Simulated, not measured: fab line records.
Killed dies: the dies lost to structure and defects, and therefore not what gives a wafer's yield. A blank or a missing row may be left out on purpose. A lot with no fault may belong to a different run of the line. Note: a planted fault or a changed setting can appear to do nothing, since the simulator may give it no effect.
Comparing a struck lot with a sound one    flow sky130    21 steps out of a route of 708
Sound: these wafers, L507.1, L507.3, L507.6. Struck: wafers L503.2, L503.5, L503.6. At the end, the cause is stated.
Per side, at each step with rows, come the tool, then ch with its chambers, and then its first start. Under that, the readings that differ: sound wafers    struck wafers    difference of the means    sigmas: that difference in standard deviations of wafers without a fault.
alike: readings with means less than 2 such deviations apart, plus words and numbers identical on both sides. not compared: withheld readings, readings lacking a value on some wafer, bounds such as >300 that could conceal the same value, and numbers that have no deviation in the record and whose values overlap.
The two part at a step that has a row with sigmas, a row that says differs or no value, or rows on one side only. When numbers do not overlap yet have no deviation, they are printed without sigmas and do not part them. A reading that every wafer of one side lacks parts them only if that side has two wafers or more.

SKY_POLY_GATE_CD_MEAS_22:
  sound on cd-sem-01, day 23 04:28; struck on cd-sem-01, day 21 18:29
  alike: cd-nm
then, 7 steps without rows for these wafers: SKY_LDD_N_DEHYDRATE_00 (time 60 s); SKY_LDD_N_HMDS_01 (prime time 60 s); SKY_LDD_N_COAT_02 (resist thk 300 nm); SKY_LDD_N_SOFTBAKE_03 (time 60 s); SKY_LDD_N_EXPOSE_04 (exposes mask NTM, target cd 840 nm); SKY_LDD_N_PEB_05; SKY_LDD_N_DEVELOP_06 (develop time 60 s).
SKY_LDD_N_OVL_MEAS_07:
  sound on overlay-01, day 24 10:34; struck on overlay-01, day 23 01:01
  alike: LDD_N_OVL
then, 3 steps without rows for these wafers: SKY_LDD_N_IMPLANT_08; SKY_LDD_N_IMPLANT_09; SKY_LDD_N_IMPLANT_10.
SKY_LDD_N_IMPLANT_11:
  sound on implanter-02 ch 0, day 24 11:03; struck on implanter-04 ch 0, day 23 01:50
  alike: end-station-pressure-torr, rotation-deg
then, 4 steps without rows for these wafers: SKY_LDD_N_IMPLANT_12; SKY_LDD_N_IMPLANT_13; SKY_LDD_N_IMPLANT_14; SKY_LDD_N_IMPLANT_15.
SKY_LDD_N_STRIP_16: strips in O2/N2.
  sound on plasma-asher-03 ch 1, day 24 11:48; struck on plasma-asher-04 ch 0,1, day 23 02:34
reading                       sound              struck             difference  sigmas
strip-time-to-endpoint-s (s)  4.324 4.321 4.333  4.520 4.518 4.530  +0.197      +14
  alike: drypump-motor-current-A, oes-product-au
  not compared: rf-hours-counter-h
SKY_LDD_N_TW_MEAS_17:
  sound on film-metro-01, day 24 11:54; struck on film-metro-03, day 23 02:54
reading   sound           struck          difference  sigmas
LDD_N_TW  2589 2584 2575  2673 2679 2673  +92         +7
then, 1 step without rows for these wafers: SKY_LDD_P_DEHYDRATE_00 (time 60 s).
-- record jumps: 26 days separate the struck wafers' starts on either side; left off in module LDD_P, taken up again in module PAD_OPEN, whose first shown step is the route's number 708 --
SKY_PAD_OPEN_PROBE_99:
  sound on prober-02, day 50 03:50; struck on prober-02, day 49 08:19
reading                      sound              struck             difference  sigmas
model.etest.tip-n.rs-ohm-sq  442.2 442.5 440.1  389.8 388.1 389.6  -52.4       
  alike: killed_at_M0_to_M3, killed_at_M4_up, killed-at-contacts, killed-at-front-end, killed-at-other, killed-dies, killed-on-rim, killed-open, killed-short
  not compared: model.etest.nfet_01v8_turned.drive-ua-um, model.etest.nfet_01v8_lvt.vt-sat-v, model.etest.nfet_01v8_turned.vt-sat-v, model.etest.nfet_01v8.vt-sat-v

== WHERE THEY PART ==
Earliest at SKY_LDD_N_STRIP_16; latest, in this record, at SKY_LDD_N_TW_MEAS_17. Later steps at which nothing parts them and some readings are alike: SKY_PAD_OPEN_PROBE_99.

WHY: what the simulator had put in
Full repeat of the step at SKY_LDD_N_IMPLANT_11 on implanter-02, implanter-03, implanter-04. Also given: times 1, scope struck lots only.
